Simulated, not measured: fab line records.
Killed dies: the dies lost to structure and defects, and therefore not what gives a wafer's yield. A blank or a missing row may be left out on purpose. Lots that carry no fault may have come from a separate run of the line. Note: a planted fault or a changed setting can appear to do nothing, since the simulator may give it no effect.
fab line records	flow sky130
record: lots: 10	wafers: 30	last-day: 50
route steps=708 shown VIA1@471 METAL2@483 PAD_OPEN@708
lots that met no fault: from a run of the same line without faults
start-h: hours from the record's first day to the start of the lot's first wafer shown	wait-h: hours from the lot's prior step to this one	" repeats the value in the row above	L1.1+2: several wafers, shown together as one row	- no value, or no start was given	* or withheld: withheld	< > ~ a bound
route shown NAME@n: names a module that has steps shown in the file, with the first one's number in the route	usual: average and standard deviation across the fault-free wafers	same: alike in all rows	chamber/n: place in a boat	sites: the reading at each site	_std_site: the standard deviation of these	_edge_site: outer sites' mean less inner sites'	radius-mm: for every site, how far away it sits from the centre of the wafer	mask NAME#n: copy n	behind: the last tool/chamber to shape the wafer	hold: cause of the lot's hold/its duration in hours/its outcome	device: whichever transistor did not switch (one of n, p or np)	end of line: tests of these same wafers at the route's end	a step without rows: its recipe alone	killed: the dies lost at the first sort to structure and to defects; this is not the yield of the wafer	map: a wafer's dies, x killed, . not, _ none there
set.NAME: the setting as run; set.NAME@STEP: as run at that earlier step	model.NAME: the simulator's own value behind a step, which no gauge read
the route's steps for a sample of lots (tables are steps, rows are wafers)
services: from which hour (start-h, from the record's first day; less than 0 if before it) a tool's chamber was out of use, for how many hours, and why
== steps ==
step: SKY_VIA1_OVL_MEAS_13
usual: VIA1_OVL: -3/5.7
lot.wafer	tool	chamber	start-h	wait-h	VIA1_OVL[nm]
L396.2	overlay-01	-	789.76	0.1	-12
L396.4	"	-	"	"	-6
L396.6	"	-	"	"	-3
L398.3	overlay-02	-	808.40	0.1	-10
L398.4	"	-	"	"	0
L398.6	"	-	"	"	-7
L400.1	overlay-02	-	823.63	0.1	-5
L400.5	"	-	"	"	-2
L400.6	"	-	"	"	-6
L401.1	overlay-02	-	833.24	0.1	0
L401.2	"	-	"	"	9
L401.3	"	-	"	"	-5
L405.1	overlay-01	-	896.16	0.1	-2
L405.4	"	-	"	"	-1
L405.5	"	-	"	"	0
L407.1	overlay-01	-	899.01	0.1	-3
L407.4	"	-	"	"	-10
L407.5	"	-	"	"	-5
L409.1	overlay-02	-	899.23	0.1	-2
L409.3	"	-	"	"	-5
L409.4	"	-	"	"	4
L408.2	overlay-01	-	901.75	0.1	-5
L408.5	"	-	"	"	-14
L408.6	"	-	"	"	-3
L414.2	overlay-01	-	925.99	0.1	-5
L414.3	"	-	"	"	-8
L414.5	"	-	"	"	-11
L419.1	overlay-01	-	976.14	0.1	-6
L419.3	"	-	"	"	-7
L419.4	"	-	"	"	-3
step: SKY_VIA1_CVD_21
recipe: material: W	target-thk-nm: 270	time-s: 80.902	temp-c: 400	pressure-torr: 40
usual: heater-power-outer-w: 582/33	heater-power-w: 953/57
lot.wafer	tool	chamber	start-h	wait-h	heater-power-outer-w	heater-power-w
L396.2	cvd-w-02	0	790.53	0.0	592	996
L396.4	"	1	"	"	606	993
L396.6	"	0	"	"	598	996
L398.3	cvd-w-01	1	809.24	0.1	616	909
L398.4	"	0	"	"	531	868
L398.6	"	1	"	"	614	948
L400.1	cvd-w-01	0	824.41	0.0	537	850
L400.5	"	0	"	"	531	862
L400.6	"	1	"	"	605	966
L401.1	cvd-w-01	1	834.02	0.0	606	952
L401.2	"	0	"	"	559	864
L401.3	"	0	"	"	530	860
L405.1	cvd-w-02	0	896.94	0.0	585	1025
L405.4	"	1	"	"	613	1040
L405.5	"	0	"	"	599	1004
L407.1	cvd-w-02	1	899.81	0.0	618	1015
L407.4	"	1	"	"	623	1024
L407.5	"	1	"	"	613	1030
L409.1	cvd-w-02	1	900.05	0.0	608	1010
L409.3	"	1	"	"	609	1012
L409.4	"	0	"	"	603	1015
L408.2	cvd-w-02	0	902.56	0.0	579	985
L408.5	"	0	"	"	588	1020
L408.6	"	1	"	"	608	1028
L414.2	cvd-w-01	0	926.76	0.0	523	875
L414.3	"	0	"	"	541	879
L414.5	"	0	"	"	528	881
L419.1	cvd-w-02	0	976.99	0.0	595	991
L419.3	"	0	"	"	612	1009
L419.4	"	1	"	"	572	946
step: SKY_VIA1_RS_MEAS_22
recipe: thk-meas-gauge: four-point-probe	reads: W_of_VIA1_CVD_21+TiN_of_VIA1_SPUTTER_20
usual: VIA1_W_RS: 0.425/0.0049
lot.wafer	tool	chamber	start-h	wait-h	hold	VIA1_W_RS[ohm/sq]
L396.2	film-metro-01	-	790.65	0.1	-	0.427
L396.4	"	-	"	"	-	0.429
L396.6	"	-	"	"	-	0.427
L398.3	film-metro-04	-	809.34	0.1	-	0.428
L398.4	"	-	"	"	-	0.425
L398.6	"	-	"	"	-	0.428
L400.1	film-metro-02	-	824.50	0.1	-	0.423
L400.5	"	-	"	"	-	0.424
L400.6	"	-	"	"	-	0.420
L401.1	film-metro-02	-	834.12	0.1	-	0.417
L401.2	"	-	"	"	-	0.417
L401.3	"	-	"	"	-	0.423
L405.1	film-metro-02	-	897.03	0.1	-	0.432
L405.4	"	-	"	"	-	0.432
L405.5	"	-	"	"	-	0.432
L407.1	film-metro-01	-	899.91	0.1	-	0.435
L407.4	"	-	"	"	-	0.432
L407.5	"	-	"	"	-	0.432
L409.1	film-metro-02	-	900.15	0.1	await-dispo/0.2h/release	0.424
L409.3	"	-	"	"	await-dispo/0.2h/release	0.432
L409.4	"	-	"	"	await-dispo/0.2h/release	0.324
L409.1	film-metro-02	-	900.43	0.3	-	0.425
L409.3	"	-	"	"	-	0.434
L409.4	"	-	"	"	-	0.325
L408.2	film-metro-04	-	902.67	0.1	await-dispo/0.2h/release	0.321
L408.5	"	-	"	"	await-dispo/0.2h/release	0.322
L408.6	"	-	"	"	await-dispo/0.2h/release	0.427
L408.2	film-metro-04	-	902.96	0.3	-	0.321
L408.5	"	-	"	"	-	0.323
L408.6	"	-	"	"	-	0.426
L414.2	film-metro-01	-	926.87	0.1	-	0.428
L414.3	"	-	"	"	-	0.434
L414.5	"	-	"	"	-	0.425
L419.1	film-metro-01	-	977.09	0.1	-	0.429
L419.3	"	-	"	"	-	0.428
L419.4	"	-	"	"	-	0.427
step: SKY_VIA1_THK_MEAS_23
recipe: thk-meas-gauge: xrf	reads: W_of_VIA1_CVD_21
usual: VIA1_W_THK: 269/4.2
lot.wafer	tool	chamber	start-h	wait-h	hold	VIA1_W_THK[nm]
L396.2	film-metro-01	-	790.76	0.1	-	272
L396.4	"	-	"	"	-	272
L396.6	"	-	"	"	-	271
L398.3	film-metro-04	-	809.44	0.1	-	267
L398.4	"	-	"	"	-	268
L398.6	"	-	"	"	-	268
L400.1	film-metro-02	-	824.62	0.1	-	268
L400.5	"	-	"	"	-	267
L400.6	"	-	"	"	-	271
L401.1	film-metro-02	-	834.24	0.1	-	273
L401.2	"	-	"	"	-	272
L401.3	"	-	"	"	-	268
L405.1	film-metro-02	-	897.15	0.1	-	263
L405.4	"	-	"	"	-	262
L405.5	"	-	"	"	-	263
L407.1	film-metro-01	-	900.03	0.1	-	263
L407.4	"	-	"	"	-	266
L407.5	"	-	"	"	-	266
L409.1	film-metro-02	-	902.23	1.8	await-dispo/0.2h/release	266
L409.3	"	-	"	"	await-dispo/0.2h/release	260
L409.4	"	-	"	"	await-dispo/0.2h/release	349
L409.1	film-metro-02	-	902.58	0.3	-	267
L409.3	"	-	"	"	-	261
L409.4	"	-	"	"	-	347
L408.2	film-metro-04	-	906.17	3.2	await-dispo/0.2h/release	352
L408.5	"	-	"	"	await-dispo/0.2h/release	350
L408.6	"	-	"	"	await-dispo/0.2h/release	267
L408.2	film-metro-04	-	906.44	0.3	-	354
L408.5	"	-	"	"	-	350
L408.6	"	-	"	"	-	266
L414.2	film-metro-01	-	926.98	0.1	-	270
L414.3	"	-	"	"	-	268
L414.5	"	-	"	"	-	275
L419.1	film-metro-01	-	977.21	0.1	-	269
L419.3	"	-	"	"	-	269
L419.4	"	-	"	"	-	271
step: SKY_VIA1_CMP_24
recipe: stop-on: SiO2	t-overpolish-s: 15	down-force-psi: 3.5	platen-rpm: 60	target-thk-nm: 0	pad-velocity-m-s: 0.94248
usual: motor-current-A: 11.0/0.99	retaining-ring-pressure-frac: 1.000/0.0049	time-to-endpoint-s: 67/3.1
lot.wafer	tool	chamber	start-h	wait-h	hold	motor-current-A	retaining-ring-pressure-frac	time-to-endpoint-s
L396.4	cmp-02	3	790.81	0.0	-	12.3	1.008	69
L396.2	"	0	"	"	-	11.8	1.001	64
L396.6	"	3	"	"	-	12.3	1.005	72
L398.3	cmp-01	0	809.58	0.1	-	10.5	0.992	68
L398.4	"	1	"	"	-	11.0	1.002	64
L398.6	"	2	"	"	-	11.8	1.010	62
L400.1	cmp-02	0	824.73	0.1	-	12.7	1.004	62
L400.6	"	3	"	"	-	12.4	0.991	66
L400.5	"	0	"	"	-	12.7	0.995	62
L401.3	cmp-02	1	834.30	0.0	-	9.6	0.994	71
L401.1	"	2	"	"	-	10.0	1.000	67
L401.2	"	3	"	"	-	11.8	1.008	65
L405.1	cmp-02	1	897.26	0.1	-	9.7	0.989	71
L405.4	"	2	"	"	-	10.0	1.003	69
L405.5	"	1	"	"	-	9.3	1.000	70
L407.1	cmp-02	2	900.09	0.1	-	10.4	0.994	69
L407.4	"	0	"	"	-	12.6	0.994	59
L407.5	"	2	"	"	-	10.0	0.999	65
L409.3	cmp-01	0	905.95	3.3	await-dispo/3.3h/release	10.8	0.999	67
L409.1	"	1	"	"	await-dispo/3.3h/release	11.5	0.999	69
L409.4	"	2	"	"	await-dispo/3.3h/release	11.3	1.009	84
L408.2	cmp-01	0	909.75	3.3	await-dispo/3.2h/release	10.2	1.000	87
L408.6	"	3	"	"	await-dispo/3.2h/release	10.5	0.999	64
L408.5	"	0	"	"	await-dispo/3.2h/release	10.4	0.996	89
L414.2	cmp-01	3	927.04	0.1	-	10.6	1.002	67
L414.3	"	0	"	"	-	10.2	0.998	73
L414.5	"	0	"	"	-	10.4	0.996	73
L419.1	cmp-02	3	977.27	0.1	-	12.2	0.990	66
L419.4	"	0	"	"	-	12.4	1.000	60
L419.3	"	1	"	"	-	9.2	0.995	69
step: SKY_METAL2_SPUTTER_00
recipe: material: Ti	target-thk-nm: 15	power-w: 3000	time-s: 10	chamber-pressure-pa: 0.4
usual: chamber-pressure-pa: 0.4000/0.00079	throttle-valve-pct: 30.2/0.86
lot.wafer	tool	chamber	start-h	wait-h	chamber-pressure-pa	throttle-valve-pct
L396.2	pvd-sputter-03	-	791.11	0.2	0.4005	30.8
L396.4	"	-	"	"	0.3985	29.4
L396.6	"	-	"	"	0.4006	30.8
L398.3	pvd-sputter-03	-	809.78	0.1	0.3976	30.1
L398.4	"	-	"	"	0.4011	31.5
L398.6	"	-	"	"	0.3989	30.0
L400.1	pvd-sputter-03	-	824.98	0.2	0.4014	29.1
L400.5	"	-	"	"	0.4008	29.3
L400.6	"	-	"	"	0.3982	30.7
L401.1	pvd-sputter-04	-	834.60	0.2	0.3997	29.0
L401.2	"	-	"	"	0.3979	30.2
L401.3	"	-	"	"	0.4009	30.3
L405.1	pvd-sputter-01	-	897.51	0.2	0.3995	32.2
L405.4	"	-	"	"	0.4003	28.2
L405.5	"	-	"	"	0.4000	29.8
L407.1	pvd-sputter-03	-	900.39	0.2	0.4004	30.2
L407.4	"	-	"	"	0.4008	29.3
L407.5	"	-	"	"	0.4008	30.6
L409.1	pvd-sputter-04	-	906.20	0.1	0.3993	28.8
L409.3	"	-	"	"	0.3997	30.1
L409.4	"	-	"	"	0.3997	30.2
L408.2	pvd-sputter-03	-	910.00	0.2	0.3990	30.7
L408.5	"	-	"	"	0.4007	30.0
L408.6	"	-	"	"	0.4001	30.4
L414.2	pvd-sputter-04	-	927.34	0.2	0.3997	30.2
L414.3	"	-	"	"	0.4000	28.7
L414.5	"	-	"	"	0.4000	30.3
L419.1	pvd-sputter-03	-	977.57	0.2	0.4008	30.4
L419.3	"	-	"	"	0.3993	29.4
L419.4	"	-	"	"	0.3994	31.3
step: SKY_METAL2_SPUTTER_02
recipe: material: AlCu	target-thk-nm: 250	power-w: 10600	time-s: 13.3	chamber-pressure-pa: 0.4
usual: chamber-pressure-pa: 0.4001/0.0008	throttle-valve-pct: 30.2/0.87
lot.wafer	tool	chamber	start-h	wait-h	chamber-pressure-pa	throttle-valve-pct
L396.2	pvd-sputter-03	-	791.15	0.0	0.4007	30.9
L396.4	"	-	"	"	0.4000	29.0
L396.6	"	-	"	"	0.4011	30.6
L398.3	pvd-sputter-03	-	809.83	0.0	0.4010	30.2
L398.4	"	-	"	"	0.3990	31.2
L398.6	"	-	"	"	0.4000	30.0
L400.1	pvd-sputter-03	-	825.03	0.0	0.4015	29.3
L400.5	"	-	"	"	0.4010	29.1
L400.6	"	-	"	"	0.4003	30.9
L401.1	pvd-sputter-04	-	834.65	0.0	0.4006	28.5
L401.2	"	-	"	"	0.4006	30.1
L401.3	"	-	"	"	0.4024	30.1
L405.1	pvd-sputter-01	-	897.56	0.0	0.3987	32.2
L405.4	"	-	"	"	0.4003	28.2
L405.5	"	-	"	"	0.4001	30.1
L407.1	pvd-sputter-03	-	900.43	0.0	0.4000	29.9
L407.4	"	-	"	"	0.4010	29.2
L407.5	"	-	"	"	0.4012	30.5
L409.1	pvd-sputter-04	-	906.25	0.0	0.4003	28.4
L409.3	"	-	"	"	0.4010	29.9
L409.4	"	-	"	"	0.3988	30.3
L408.2	pvd-sputter-03	-	910.05	0.0	0.4009	30.6
L408.5	"	-	"	"	0.4000	30.1
L408.6	"	-	"	"	0.4003	30.4
L414.2	pvd-sputter-04	-	927.39	0.0	0.4005	30.1
L414.3	"	-	"	"	0.4008	29.2
L414.5	"	-	"	"	0.3992	30.2
L419.1	pvd-sputter-03	-	977.61	0.0	0.3996	30.5
L419.3	"	-	"	"	0.3986	29.2
L419.4	"	-	"	"	0.4000	31.2
step: SKY_PAD_OPEN_PROBE_99
usual: defect-limited-yield: 82.5/1.8	killed_at_M0_to_M3: 43/6.5	killed_at_M4_up: 3/1.7	killed-at-contacts: 25/5.1	killed-at-front-end: 15/3.8	killed-at-other: 0.2/0.45	killed-dies: 86/8.8	killed-open: 47/6.7	killed-short: 39/6	sort_bin_3_pad_short: 0.9/0.46	sort_bin_5_function: 10.2/1.4	sort_bin_6_memory: 6.4/1	sort-n-pass: 406/8.8	sort-yield-pct: 82.5/1.8
same: gross-dies: 492	killed-at-back-side: 0	sort_bin_4_leakage[%]: 0	sort_bin_8_speed[%]: 0
lot.wafer	tool	chamber	start-h	wait-h	defect-limited-yield[%]	killed_at_M0_to_M3	killed_at_M4_up	killed-at-contacts	killed-at-front-end	killed-at-other	killed-dies	killed-open	killed-short	sort_bin_3_pad_short[%]	sort_bin_5_function[%]	sort_bin_6_memory[%]	sort-n-pass	sort-yield-pct[%]
L396.2	prober-02	-	1074.48	0.1	84.3	33	3	25	16	0	77	43	34	1.0	9.3	5.3	415	84.3
L396.4	prober-02	-	1074.58	0.2	82.9	42	3	22	17	0	84	43	41	1.4	10.8	4.9	408	82.9
L396.6	prober-02	-	1074.68	0.2	79.5	52	4	21	24	0	101	54	47	1.2	11.2	8.1	391	79.5
L398.3	prober-02	-	1088.46	0.2	79.5	57	0	29	15	0	101	60	41	1.0	12.4	7.1	391	79.5
L398.4	prober-02	-	1088.51	0.2	80.5	54	2	23	17	0	96	56	40	0.8	11.8	6.9	396	80.5
L398.6	prober-02	-	1088.61	0.2	80.5	52	2	30	12	0	96	51	45	1.6	11.4	6.5	396	80.5
L400.1	prober-02	-	1102.87	0.1	85.4	45	2	12	13	0	72	41	31	0.2	9.6	4.9	420	85.4
L400.5	prober-02	-	1103.07	0.2	81.5	47	4	29	11	0	91	50	41	1.4	8.9	8.1	401	81.5
L400.6	prober-02	-	1103.12	0.2	82.3	48	2	26	11	0	87	44	43	0.2	10.6	6.9	405	82.3
L401.1	prober-01	-	1108.72	0.1	82.5	43	0	22	21	0	86	51	35	1.2	10.0	6.3	406	82.5
L401.2	prober-01	-	1108.77	0.1	80.5	57	3	21	14	1	96	51	45	1.0	9.8	8.7	396	80.5
L401.3	prober-01	-	1108.82	0.2	81.3	34	3	32	23	0	92	47	45	1.2	11.2	6.3	400	81.3
L405.1	prober-02	-	1155.16	0.1	81.1	40	3	37	13	0	93	53	40	0.8	11.8	6.3	399	81.1
L405.4	prober-02	-	1155.31	0.2	82.9	42	1	25	16	0	84	54	30	0.2	10.6	6.3	408	82.9
L405.5	prober-02	-	1155.36	0.2	81.3	45	5	23	18	1	92	48	44	0.8	10.6	7.3	400	81.3
L407.1	prober-01	-	1159.34	0.1	83.9	39	3	17	20	0	79	42	37	0.6	8.1	7.3	413	83.9
L407.4	prober-01	-	1159.49	0.2	85.4	33	2	26	11	0	72	43	29	0.4	7.9	6.3	420	85.4
L407.5	prober-01	-	1159.54	0.2	86.4	33	2	21	11	0	67	36	31	0.6	7.5	5.5	425	86.4
L409.1	prober-02	-	1159.67	0.1	81.9	37	4	24	24	0	89	50	39	0.8	10.8	6.5	403	81.9
L409.3	prober-02	-	1159.77	0.2	82.3	40	5	23	18	1	87	44	43	1.0	10.0	6.7	405	82.3
L409.4	prober-02	-	1159.82	0.2	86.4	32	2	19	13	1	67	35	32	0.4	8.7	4.5	425	86.4
L408.2	prober-01	-	1160.89	0.1	81.9	40	6	35	8	0	89	51	38	0.4	12.0	5.7	403	81.9
L408.5	prober-01	-	1161.04	0.2	82.9	44	2	19	19	0	84	46	38	0.4	10.2	6.5	408	82.9
L408.6	prober-01	-	1161.09	0.2	80.7	50	1	32	12	0	95	56	39	0	13.8	5.5	397	80.7
L414.2	prober-01	-	1177.12	0.1	83.5	43	1	23	14	0	81	53	28	0.8	8.1	7.5	411	83.5
L414.3	prober-01	-	1177.17	0.2	83.3	35	2	30	15	0	82	43	39	1.2	8.9	6.5	410	83.3
L414.5	prober-01	-	1177.27	0.2	82.5	41	5	23	17	0	86	49	37	1.2	10.4	5.9	406	82.5
L419.1	prober-01	-	1208.22	0.1	81.9	43	6	24	16	0	89	50	39	1.0	9.3	7.7	403	81.9
L419.3	prober-01	-	1208.32	0.2	84.8	37	4	16	18	0	75	43	32	0.8	8.3	6.1	417	84.8
L419.4	prober-01	-	1208.37	0.2	82.7	44	2	27	12	0	85	52	33	0.4	10.2	6.7	407	82.7
killed by level:class
L396.2 CONTACT:geometric-particle:open=12 VIA1:geometric-particle:open=10 LI_CONTACT:geometric-particle:open=6 METAL2:geometric-particle:short=6 CONTACT:geometric-particle:short=5 METAL1:geometric-particle:short=5 VIA3:geometric-particle:open=5 POLY_GATE:geometric-particle:short=4
L396.4 VIA1:geometric-particle:open=9 LI_CONTACT:geometric-particle:open=8 VIA3:geometric-particle:short=8 FIELD_ISO:geometric-particle:short=6 CONTACT:geometric-particle:open=6 CONTACT:geometric-particle:short=5 METAL1:geometric-particle:short=5 VIA3:geometric-particle:open=5
L396.6 VIA1:geometric-particle:open=15 METAL1:geometric-particle:short=10 CONTACT:geometric-particle:open=8 VIA2:geometric-particle:open=7 LI_CONTACT:geometric-particle:open=7 FIELD_ISO:geometric-particle:open=6 FIELD_ISO:geometric-particle:short=6 METAL2:geometric-particle:short=6
L398.3 CONTACT:geometric-particle:open=15 VIA1:geometric-particle:open=13 VIA2:geometric-particle:open=8 METAL2:geometric-particle:short=7 VIA3:geometric-particle:open=6 FIELD_ISO:geometric-particle:short=5 LI_CONTACT:geometric-particle:open=5 METAL1:geometric-particle:short=5
L398.4 CONTACT:geometric-particle:open=14 VIA1:geometric-particle:open=13 VIA2:geometric-particle:open=9 VIA3:geometric-particle:open=9 FIELD_ISO:geometric-particle:short=6 METAL1:geometric-particle:short=5 VIA3:geometric-particle:short=5 FIELD_ISO:geometric-particle:open=4
L398.6 CONTACT:geometric-particle:open=13 VIA1:geometric-particle:open=12 VIA1:geometric-particle:short=8 METAL2:geometric-particle:short=7 CONTACT:geometric-particle:short=7 METAL1:geometric-particle:short=7 VIA3:geometric-particle:open=6 LOCAL_INTERCONNECT:geometric-particle:short=5
L400.1 VIA2:geometric-particle:open=11 VIA1:geometric-particle:open=9 FIELD_ISO:geometric-particle:open=6 CONTACT:geometric-particle:open=6 METAL1:geometric-particle:short=6 POLY_GATE:geometric-particle:short=5 VIA3:geometric-particle:open=4 CONTACT:geometric-particle:short=4
L400.5 VIA1:geometric-particle:open=14 CONTACT:geometric-particle:open=10 LI_CONTACT:geometric-particle:open=9 METAL2:geometric-particle:short=6 VIA2:geometric-particle:open=4 CONTACT:geometric-particle:short=4 VIA1:geometric-particle:short=4 VIA2:geometric-particle:short=4
L400.6 CONTACT:geometric-particle:open=12 VIA1:geometric-particle:open=11 METAL1:geometric-particle:short=7 VIA3:geometric-particle:short=7 VIA1:geometric-particle:short=6 LI_CONTACT:geometric-particle:open=4 CONTACT:geometric-particle:short=4 METAL3:geometric-particle:short=4
L401.1 VIA1:geometric-particle:open=14 VIA3:geometric-particle:open=8 LI_CONTACT:geometric-particle:open=7 CONTACT:geometric-particle:open=7 VIA1:geometric-particle:short=6 FIELD_ISO:geometric-particle:open=5 LI_CONTACT:geometric-particle:short=4 METAL1:geometric-particle:short=4
L401.2 VIA1:geometric-particle:open=14 METAL1:geometric-particle:short=8 VIA2:geometric-particle:open=7 POLY_GATE:geometric-particle:open=5 LI_CONTACT:geometric-particle:short=5 METAL1:geometric-particle:open=5 VIA1:geometric-particle:short=5 METAL2:geometric-particle:short=5
L401.3 CONTACT:geometric-particle:open=9 VIA1:geometric-particle:open=9 LI_CONTACT:geometric-particle:open=7 CONTACT:geometric-particle:short=7 LOCAL_INTERCONNECT:geometric-particle:short=6 VIA1:geometric-particle:short=5 VIA2:geometric-particle:open=5 FIELD_ISO:geometric-particle:short=4
L405.1 LI_CONTACT:geometric-particle:open=11 CONTACT:geometric-particle:open=10 VIA1:geometric-particle:open=10 VIA3:geometric-particle:open=8 LI_CONTACT:geometric-particle:short=6 VIA2:geometric-particle:open=6 METAL1:geometric-particle:short=6 LOCAL_INTERCONNECT:geometric-particle:short=5
L405.4 VIA1:geometric-particle:open=14 VIA2:geometric-particle:open=8 CONTACT:geometric-particle:open=7 VIA3:geometric-particle:open=6 FIELD_ISO:geometric-particle:open=5 LI_CONTACT:geometric-particle:open=5 POLY_GATE:geometric-particle:short=4 LOCAL_INTERCONNECT:geometric-particle:open=4
L405.5 CONTACT:geometric-particle:open=10 METAL1:geometric-particle:short=8 METAL2:geometric-particle:short=8 VIA3:geometric-particle:open=7 LI_CONTACT:geometric-particle:open=6 VIA1:geometric-particle:open=6 VIA2:geometric-particle:open=5 SPACER:geometric-particle:short=5
L407.1 CONTACT:geometric-particle:open=7 VIA1:geometric-particle:short=6 VIA1:geometric-particle:open=6 METAL2:geometric-particle:short=6 VIA3:geometric-particle:open=6 FIELD_ISO:geometric-particle:open=5 POLY_GATE:geometric-particle:short=5 POLY_GATE:geometric-particle:open=5
L407.4 VIA1:geometric-particle:open=10 LI_CONTACT:geometric-particle:open=8 CONTACT:geometric-particle:open=8 LOCAL_INTERCONNECT:geometric-particle:short=5 VIA3:geometric-particle:open=5 FIELD_ISO:geometric-particle:open=4 LI_CONTACT:geometric-particle:short=4 METAL1:geometric-particle:short=4
L407.5 CONTACT:geometric-particle:open=9 VIA1:geometric-particle:open=8 METAL1:geometric-particle:short=6 POLY_GATE:geometric-particle:open=4 LOCAL_INTERCONNECT:geometric-particle:short=4 CONTACT:geometric-particle:short=4 METAL1:geometric-particle:open=4 VIA2:geometric-particle:open=4
L409.1 CONTACT:geometric-particle:open=12 VIA1:geometric-particle:open=9 FIELD_ISO:geometric-particle:short=7 VIA2:geometric-particle:open=6 FIELD_ISO:geometric-particle:open=5 POLY_GATE:geometric-particle:short=5 METAL1:geometric-particle:short=5 LI_CONTACT:geometric-particle:open=4
L409.3 CONTACT:geometric-particle:open=10 LI_CONTACT:geometric-particle:open=9 VIA1:geometric-particle:short=8 METAL2:geometric-particle:short=6 VIA2:geometric-particle:short=6 VIA1:geometric-particle:open=5 METAL1:geometric-particle:short=5 FIELD_ISO:geometric-particle:short=4
L409.4 VIA1:geometric-particle:open=8 VIA1:geometric-particle:short=6 FIELD_ISO:geometric-particle:open=5 LI_CONTACT:geometric-particle:short=5 LI_CONTACT:geometric-particle:open=4 VIA2:geometric-particle:open=4 LOCAL_INTERCONNECT:geometric-particle:short=4 CONTACT:geometric-particle:open=4
L408.2 LI_CONTACT:geometric-particle:open=14 VIA1:geometric-particle:open=11 LOCAL_INTERCONNECT:geometric-particle:short=8 VIA2:geometric-particle:open=7 METAL2:geometric-particle:short=7 CONTACT:geometric-particle:short=6 VIA3:geometric-particle:open=6 CONTACT:geometric-particle:open=5
L408.5 VIA1:geometric-particle:open=14 CONTACT:geometric-particle:open=8 FIELD_ISO:geometric-particle:short=6 METAL2:geometric-particle:short=6 POLY_GATE:geometric-particle:open=5 VIA2:geometric-particle:short=4 CONTACT:geometric-particle:short=4 VIA2:geometric-particle:open=4
L408.6 VIA1:geometric-particle:open=12 CONTACT:geometric-particle:open=11 LI_CONTACT:geometric-particle:open=9 VIA3:geometric-particle:open=9 VIA1:geometric-particle:short=9 LOCAL_INTERCONNECT:geometric-particle:short=5 METAL1:geometric-particle:short=5 POLY_GATE:geometric-particle:open=4
L414.2 CONTACT:geometric-particle:open=10 VIA1:geometric-particle:open=9 VIA3:geometric-particle:open=7 POLY_GATE:geometric-particle:open=6 VIA2:geometric-particle:open=6 METAL1:geometric-particle:open=5 LI_CONTACT:geometric-particle:open=4 LOCAL_INTERCONNECT:geometric-particle:short=4
L414.3 CONTACT:geometric-particle:open=12 VIA1:geometric-particle:open=9 LI_CONTACT:geometric-particle:open=8 POLY_GATE:geometric-particle:short=5 METAL1:geometric-particle:short=5 VIA2:geometric-particle:open=5 LI_CONTACT:geometric-particle:short=4 METAL2:geometric-particle:short=4
L414.5 CONTACT:geometric-particle:open=10 VIA1:geometric-particle:open=10 LI_CONTACT:geometric-particle:open=8 METAL2:geometric-particle:short=7 POLY_GATE:geometric-particle:open=7 METAL1:geometric-particle:short=5 VIA1:geometric-particle:short=5 VIA3:geometric-particle:short=5
L419.1 VIA2:geometric-particle:open=11 VIA1:geometric-particle:open=10 CONTACT:geometric-particle:open=7 LI_CONTACT:geometric-particle:open=5 LOCAL_INTERCONNECT:geometric-particle:short=5 VIA3:geometric-particle:open=5 FIELD_ISO:geometric-particle:open=4 CONTACT:geometric-particle:short=4
L419.3 FIELD_ISO:geometric-particle:short=10 VIA1:geometric-particle:open=10 CONTACT:geometric-particle:open=7 VIA3:geometric-particle:open=6 FIELD_ISO:geometric-particle:open=5 CONTACT:geometric-particle:short=4 VIA2:geometric-particle:open=4 LOCAL_INTERCONNECT:geometric-particle:short=3
L419.4 VIA1:geometric-particle:open=14 CONTACT:geometric-particle:open=11 CONTACT:geometric-particle:short=6 VIA3:geometric-particle:open=6 POLY_GATE:geometric-particle:open=5 LI_CONTACT:geometric-particle:open=5 METAL2:geometric-particle:short=5 POLY_GATE:geometric-particle:short=4
== services ==
tool	chamber	start-h	hours	kind
pvd-sputter-03	2	776.82	-	consumable-replace:kit
pvd-sputter-03	2	776.82	18.0	scheduled-down
pvd-sputter-03	2	776.82	18.0	vent-cycle
cvd-w-01	-	778.94	6.0	pm
cmp-01	-	787.75	11.1	pm
cvd-w-01	-	788.27	2.8	pm
pvd-sputter-04	-	792.95	4.2	repair
cmp-02	-	798.86	5.2	pm
pvd-sputter-01	-	824.08	4.1	repair
pvd-sputter-01	-	856.58	1.7	repair
cmp-02	-	868.03	1.3	repair
cmp-01	-	869.91	0.9	repair
pvd-sputter-03	-	884.55	2.8	repair
cvd-w-01	-	896.78	6.9	pm
pvd-sputter-01	-	897.77	110.0	repair
cvd-w-02	-	904.00	14.0	pm
cmp-02	-	912.00	4.0	pm
pvd-sputter-03	1	912.65	-	consumable-replace:kit
pvd-sputter-03	1	912.65	18.0	scheduled-down
pvd-sputter-03	1	912.65	18.0	vent-cycle
cmp-02	-	919.46	5.2	repair
pvd-sputter-03	-	920.64	3.4	repair
pvd-sputter-03	-	933.30	1.5	repair
pvd-sputter-04	-	963.24	1.5	repair
== key ==
first-sign: step: SKY_VIA1_RS_MEAS_22	reading: visit	direction: added
effect: step: SKY_VIA1_RS_MEAS_22	reading: VIA1_W_RS	direction: down	sigmas: 21	usual: 0.425	struck: 0.322
effect: step: SKY_VIA1_THK_MEAS_23	reading: visit	direction: added
effect: step: SKY_VIA1_THK_MEAS_23	reading: VIA1_W_THK	direction: up	sigmas: 20	usual: 269	struck: 350
effect: step: SKY_VIA1_CMP_24	reading: time-to-endpoint-s	direction: up	sigmas: 6.3	usual: *	struck: *
met-at SKY_VIA1_CVD_21
struck-lots L408,L409
struck-wafers L408.2,L408.5,L409.4
not-acting-at SKY_VIA1_OVL_MEAS_13,SKY_METAL2_SPUTTER_00,SKY_METAL2_SPUTTER_02
onset-between 896.94 900.05
fault: kind: process-parameter-drift	tool: cvd-w-02	chamber: 0	onset-h: 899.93	steps: SKY_VIA1_CVD_21	channel: target-thk-nm	offset: 82.315	shape: step	end-h: 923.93	acts-in: these-recipes-only	stated: 270
